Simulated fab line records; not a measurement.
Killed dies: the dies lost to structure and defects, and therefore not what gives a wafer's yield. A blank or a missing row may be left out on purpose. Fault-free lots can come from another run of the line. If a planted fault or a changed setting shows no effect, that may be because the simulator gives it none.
Which of the tools did it? :: flow gf180mcu :: Sampling: 11 lots, 33 wafers, 6 of 602 route steps

WHAT THE GAUGES READ, wafer by wafer
GF_HV_LDD_TW_MEAS_11.
lot: L620
measured: day 10 00:53
on: film metro-02
HV_LDD_TW: 2393 2395 2406

lot: L621
measured: day 10 08:19
on: film metro-02
HV_LDD_TW: 2407 2392 2394

lot: L628
measured: day 12 10:38
on: film metro-02
HV_LDD_TW: 2387 2403 2408

lot: L630
measured: day 13 00:01
on: film metro-03
HV_LDD_TW: 2426 2421 2441

lot: L631
measured: day 13 11:05
on: film metro-02
HV_LDD_TW: 2394 2396 2407

lot: L632
measured: day 13 17:14
on: film metro-02
HV_LDD_TW: 2399 2391 2404

lot: L633
measured: day 14 07:05
on: film metro-02
HV_LDD_TW: 2399 2396 2394

lot: L637
measured: day 15 05:28
on: film metro-03
HV_LDD_TW: 2428 2439 2415

lot: L638
measured: day 15 11:07
on: film metro-04
HV_LDD_TW: 2430 2432 2433

lot: L639
measured: day 15 17:40
on: film metro-02
HV_LDD_TW: 2398 2416 2398

lot: L643
measured: day 17 06:44
on: film metro-03
HV_LDD_TW: 2434 2441 2435

GF_HV_LDD_CD_MEAS_19 targets a cd of 400 nm.
lot: L620
measured: day 10 18:16
on: cd sem-01
cd nm (nm): 400.7 401.4 399.2

lot: L621
measured: day 11 02:18
on: cd sem-01
cd nm (nm): 397.0 398.8 398.4

lot: L628
measured: day 13 06:35
on: cd sem-01
cd nm (nm): 403.3 402.9 400.8

lot: L630
measured: day 13 19:38
on: cd sem-01
cd nm (nm): 400.1 398.8 397.3

lot: L631
measured: day 14 07:33
on: cd sem-01
cd nm (nm): 402.0 400.5 400.8

lot: L632
measured: day 14 13:32
on: cd sem-02
cd nm (nm): 398.5 397.5 397.6

lot: L633
measured: day 15 04:07
on: cd sem-02
cd nm (nm): 401.8 402.6 400.0

lot: L637
measured: day 16 03:02
on: cd sem-02
cd nm (nm): 399.3 400.8 400.2

lot: L638
measured: day 16 08:36
on: cd sem-01
cd nm (nm): 398.3 394.8 397.6

lot: L639
measured: day 16 15:56
on: cd sem-01
cd nm (nm): 396.1 395.3 397.2

lot: L643
measured: day 18 05:58
on: cd sem-02
cd nm (nm): 401.0 400.9 403.6

GF_PSD_RS_MEAS_14: measurement is done with a four-point probe.
lot: L620
measured: day 14 05:19
on: film metro-02
NSD_RS (ohm/sq): 46.12 46.14 46.08

lot: L621
measured: day 14 15:12
on: film metro-01
NSD_RS (ohm/sq): 46.13 46.24 46.31

lot: L628
measured: day 17 02:24
on: film metro-03
NSD_RS (ohm/sq): 46.13 46.00 46.13

lot: L630
measured: day 17 16:20
on: film metro-03
NSD_RS (ohm/sq): 46.08 46.12 46.10

lot: L631
measured: day 18 07:28
on: film metro-01
NSD_RS (ohm/sq): 46.15 46.19 46.22

lot: L632
measured: day 18 14:49
on: film metro-02
NSD_RS (ohm/sq): 46.24 46.15 46.24

lot: L633
measured: day 19 07:51
on: film metro-02
NSD_RS (ohm/sq): 46.10 46.27 46.14

lot: L637
measured: day 20 07:14
on: film metro-01
NSD_RS (ohm/sq): 46.07 46.11 46.00

lot: L638
measured: day 20 12:55
on: film metro-01
NSD_RS (ohm/sq): 44.88 44.81 44.89 44.86 44.81 44.82

lot: L639
measured: day 20 20:46
on: film metro-01
NSD_RS (ohm/sq): 44.81 44.86 44.81 44.77 44.82 44.80

lot: L643
measured: day 22 11:19
on: film metro-01
NSD_RS (ohm/sq): 46.25 46.21 46.29

TOOL THAT RAN EACH LOT (tool first, then ch and the chambers of the sampled wafers, then the start)
lot: L620
GF_NSD_IMPLANT_09: implanter-04 ch 0, day 13 08:22
GF_NSD_STRIP_11: plasma asher-01 ch 1, day 13 08:38
GF_PSD_RTA_13: rtp anneal-02 ch 0, day 14 05:14

lot: L621
GF_NSD_IMPLANT_09: implanter-03 ch 0, day 13 17:53
GF_NSD_STRIP_11: plasma asher-01 ch 0,1, day 13 18:10
GF_PSD_RTA_13: rtp anneal-01 ch 0, day 14 15:07

lot: L628
GF_NSD_IMPLANT_09: implanter-04 ch 0, day 16 02:05
GF_NSD_STRIP_11: plasma asher-02 ch 0, day 16 02:22
GF_PSD_RTA_13: rtp anneal-02 ch 0, day 17 02:19

lot: L630
GF_NSD_IMPLANT_09: implanter-04 ch 0, day 16 16:20
GF_NSD_STRIP_11: plasma asher-02 ch 0,1, day 16 16:38
GF_PSD_RTA_13: rtp anneal-01 ch 0, day 17 16:15

lot: L631
GF_NSD_IMPLANT_09: implanter-03 ch 0, day 17 07:25
GF_NSD_STRIP_11: plasma asher-03 ch 0,1, day 17 07:42
GF_PSD_RTA_13: rtp anneal-02 ch 0, day 18 07:22

lot: L632
GF_NSD_IMPLANT_09: implanter-03 ch 0, day 17 13:49
GF_NSD_STRIP_11: plasma asher-01 ch 0,1, day 17 14:05
GF_PSD_RTA_13: rtp anneal-01 ch 0, day 18 14:44

lot: L633
GF_NSD_IMPLANT_09: implanter-03 ch 0, day 18 06:49
GF_NSD_STRIP_11: plasma asher-02 ch 0,1, day 18 07:07
GF_PSD_RTA_13: rtp anneal-02 ch 0, day 19 07:46

lot: L637
GF_NSD_IMPLANT_09: implanter-01 ch 0, day 19 06:17
GF_NSD_STRIP_11: plasma asher-03 ch 0,1, day 19 06:35
GF_PSD_RTA_13: rtp anneal-02 ch 0, day 20 07:09

lot: L638
GF_NSD_IMPLANT_09: implanter-03 ch 0, day 19 11:41
GF_NSD_STRIP_11: plasma asher-03 ch 0,1, day 19 11:58
GF_PSD_RTA_13: rtp anneal-01 ch 0, day 20 12:50

lot: L639
GF_NSD_IMPLANT_09: implanter-03 ch 0, day 19 19:52
GF_NSD_STRIP_11: plasma asher-01 ch 0,1, day 19 20:08
GF_PSD_RTA_13: rtp anneal-01 ch 0, day 20 20:41

lot: L643
GF_NSD_IMPLANT_09: implanter-01 ch 0, day 21 11:37
GF_NSD_STRIP_11: plasma asher-01 ch 0,1, day 21 11:53
GF_PSD_RTA_13: rtp anneal-01 ch 0, day 22 11:14
- GF_NSD_IMPLANT_09
- GF_NSD_STRIP_11: strips in O2/N2.
- GF_PSD_RTA_13: time 20 s.

AS READ BY THE TOOLS THEMSELVES (means over the sampled wafers that have a number; for cases with no such wafer, the mark the record gives instead)
GF_NSD_IMPLANT_09.
lot: L620
tool: implanter-04
beam energy keV: 60.012
beam on s (s): 15.7
dose ions cm2: 4e+15

lot: L621
tool: implanter-03
beam energy keV: 59.983
beam on s (s): 17.5
dose ions cm2: 4e+15

lot: L628
tool: implanter-04
beam energy keV: 59.985
beam on s (s): 16.0
dose ions cm2: 4e+15

lot: L630
tool: implanter-04
beam energy keV: 60.010
beam on s (s): 16.0
dose ions cm2: 4e+15

lot: L631
tool: implanter-03
beam energy keV: 59.984
beam on s (s): 17.6
dose ions cm2: 4e+15

lot: L632
tool: implanter-03
beam energy keV: 60.013
beam on s (s): 18.0
dose ions cm2: 4e+15

lot: L633
tool: implanter-03
beam energy keV: 59.989
beam on s (s): 17.8
dose ions cm2: 4e+15

lot: L637
tool: implanter-01
beam energy keV: 60.014
beam on s (s): 20.7
dose ions cm2: 4e+15

lot: L638
tool: implanter-03
beam energy keV: 60.023
beam on s (s): 23.6
dose ions cm2: 5e+15

lot: L639
tool: implanter-03
beam energy keV: 60.003
beam on s (s): 23.4
dose ions cm2: 5e+15

lot: L643
tool: implanter-01
beam energy keV: 59.998
beam on s (s): 20.2
dose ions cm2: 4e+15

GF_NSD_STRIP_11.
lot: L620
tool: plasma asher-01
drypump motor current A (A): 5.1
heater power w (W): 363
oes product au (a.u.): 0.485
strip time to endpoint s (s): 22.96

lot: L621
tool: plasma asher-01
drypump motor current A (A): 5.1
heater power w (W): 358
oes product au (a.u.): 0.492
strip time to endpoint s (s): 22.96

lot: L628
tool: plasma asher-02
drypump motor current A (A): 5.4
heater power w (W): 319
oes product au (a.u.): 0.492
strip time to endpoint s (s): 22.99

lot: L630
tool: plasma asher-02
drypump motor current A (A): 5.8
heater power w (W): 313
oes product au (a.u.): 0.486
strip time to endpoint s (s): 22.96

lot: L631
tool: plasma asher-03
drypump motor current A (A): 5.9
heater power w (W): 324
oes product au (a.u.): 0.489
strip time to endpoint s (s): 22.99

lot: L632
tool: plasma asher-01
drypump motor current A (A): 5.1
heater power w (W): 357
oes product au (a.u.): 0.487
strip time to endpoint s (s): 22.95

lot: L633
tool: plasma asher-02
drypump motor current A (A): 5.8
heater power w (W): 317
oes product au (a.u.): 0.489
strip time to endpoint s (s): 22.94

lot: L637
tool: plasma asher-03
drypump motor current A (A): 5.9
heater power w (W): 330
oes product au (a.u.): 0.483
strip time to endpoint s (s): 22.98

lot: L638
tool: plasma asher-03
drypump motor current A (A): 5.7
heater power w (W): 337
oes product au (a.u.): 0.474
strip time to endpoint s (s): 23.75

lot: L639
tool: plasma asher-01
drypump motor current A (A): 5.1
heater power w (W): 357
oes product au (a.u.): 0.479
strip time to endpoint s (s): 23.80

lot: L643
tool: plasma asher-01
drypump motor current A (A): 5.1
heater power w (W): 359
oes product au (a.u.): 0.490
strip time to endpoint s (s): 22.94

GF_PSD_RTA_13.
lot: L620
tool: rtp anneal-02
anneal temp c max: 1029.8
lamp power pct (%): 38
wafer_temp_C_max: 1028.1

lot: L621
tool: rtp anneal-01
anneal temp c max: 1030.2
lamp power pct (%): 31
wafer_temp_C_max: 1034.0

lot: L628
tool: rtp anneal-02
anneal temp c max: 1028.3
lamp power pct (%): 38
wafer_temp_C_max: 1027.9

lot: L630
tool: rtp anneal-01
anneal temp c max: 1029.8
lamp power pct (%): 31
wafer_temp_C_max: 1032.6

lot: L631
tool: rtp anneal-02
anneal temp c max: 1030.5
lamp power pct (%): 38
wafer_temp_C_max: 1028.2

lot: L632
tool: rtp anneal-01
anneal temp c max: 1029.9
lamp power pct (%): 31
wafer_temp_C_max: 1033.1

lot: L633
tool: rtp anneal-02
anneal temp c max: 1028.9
lamp power pct (%): 38
wafer_temp_C_max: 1028.3

lot: L637
tool: rtp anneal-02
anneal temp c max: 1029.5
lamp power pct (%): 38
wafer_temp_C_max: 1027.7

lot: L638
tool: rtp anneal-01
anneal temp c max: 1030.7
lamp power pct (%): 31
wafer_temp_C_max: 1030.9

lot: L639
tool: rtp anneal-01
anneal temp c max: 1030.2
lamp power pct (%): 31
wafer_temp_C_max: 1032.3

lot: L643
tool: rtp anneal-01
anneal temp c max: 1029.9
lamp power pct (%): 31
wafer_temp_C_max: 1032.1

THE ANSWER, worked out from the rows above alone
Rule: the lots themselves supply what counts as usual. The widest of any qualifying gaps counts: lots, ordered by their means at a reading, are off when they make up no more than a third of the lots, leave a main group of 4 or more, and stand apart from it by 3 or more times the standard deviation of that group's means. Not used: any main group whose means are identical at the precision the tables above print for the reading. Also off: a lot with no number at a reading for which 4 or more lots have one. Where the step has rows for the other lots, those lots are counted as sound. The gauges are gone through in route order, then the tools' own readings, and for those a lot's mean is taken as printed above. The first step at which some lot is off is used, and at that step the reading that is off furthest; a lot without a number counts as furthest.
Off: L638, L639, seen at GF_PSD_RS_MEAS_14 (NSD_RS). The main group has a mean of 46.16 ohm/sq with a standard deviation of 0.064.
If a tool, at a process step before that reading, ran all the lots that are off and no sound lot after the first of them, it fits. The gauges at GF_PSD_RS_MEAS_14 aren't tried: what is off there is off at GF_NSD_STRIP_11 too, on other tools, and a gauge's error can't cause that. One candidate fits, namely implanter-03 at GF_NSD_IMPLANT_09. Its last sound lot is L633 (day 18 06:49), its first lot that is off L638 (day 19 11:41): a fault that began between those two fits.
On the lots that are off, the tool's own readings at GF_NSD_IMPLANT_09 differ by more than 5 times the standard deviation of the sound lots' means, which bears it out; dose ions cm2 reads 5e+15 there versus 4e+15 on the sound lots.

WHAT HAD BEEN PUT IN BY THE SIMULATOR
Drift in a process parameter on implanter-03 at GF_NSD_IMPLANT_09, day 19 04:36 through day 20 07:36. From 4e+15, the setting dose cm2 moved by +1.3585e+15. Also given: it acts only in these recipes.
Lots struck among those shown: L638, L639. The rule above reached the same finding.
